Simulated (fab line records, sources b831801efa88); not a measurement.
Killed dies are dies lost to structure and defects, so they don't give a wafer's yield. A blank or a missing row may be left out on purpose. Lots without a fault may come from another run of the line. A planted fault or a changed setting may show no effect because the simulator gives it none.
Chamber matching | flow gf180mcu | GF_STI_ETCH_14 on rie_si-02: 4 sister chambers
The step etches Si in HBr/Cl2/O2, target depth 360 nm, time 102.9 s. 7 wafers are shown with their chamber, then 7 later ones without.

WAFERS WITH THEIR CHAMBER
wafer  | chamber | drypump_motor_current_A (A) | oes_product_au (a.u.)
L417.1 | 3       | 6.7                         | 0.986
L422.6 | 2       | 6.3                         | 1.000
L423.1 | 0       | 5.3                         | 0.993
L423.3 | 1       | 5.5                         | 0.996
L423.4 | 2       | 6.3                         | 0.997
L426.3 | 1       | 5.6                         | 1.004
L426.5 | 0       | 5.3                         | 0.993

WAFERS WITHOUT THEIR CHAMBER
wafer  | drypump_motor_current_A (A) | oes_product_au (a.u.)
L426.6 | 5.6                         | 1.003
L427.2 | 5.6                         | 0.983
L427.4 | 5.3                         | 0.991
L427.6 | 6.3                         | 0.983
L435.3 | 5.5                         | 1.005
L435.5 | 6.3                         | 0.996
L435.6 | 6.7                         | 0.993

WHICH CHAMBER EACH WENT THROUGH
wafer  | from the rows above | in truth
L426.6 | 1                   | 1
L427.2 | 1                   | 1
L427.4 | 0                   | 0
L427.6 | 2                   | 2
L435.3 | 1                   | 1
L435.5 | 2                   | 2
L435.6 | 3                   | 3
Placed correctly: 7 of 7. Can't be placed from these rows: 0. Placed wrongly: 0.
How it was worked out, from the rows above alone: a wafer's distance from a chamber is the root of the sum, over the readings, of the square of ((its reading less the chamber's mean) divided by the reading's scatter). The wafer belongs to the nearest chamber; if the next one is less than 2 further off, it can't be placed. A chamber's mean is the mean of its shown wafers. The scatter: the root of (the sum of the squares of (reading less its chamber's mean) over the shown wafers, divided by (wafers less chambers)).
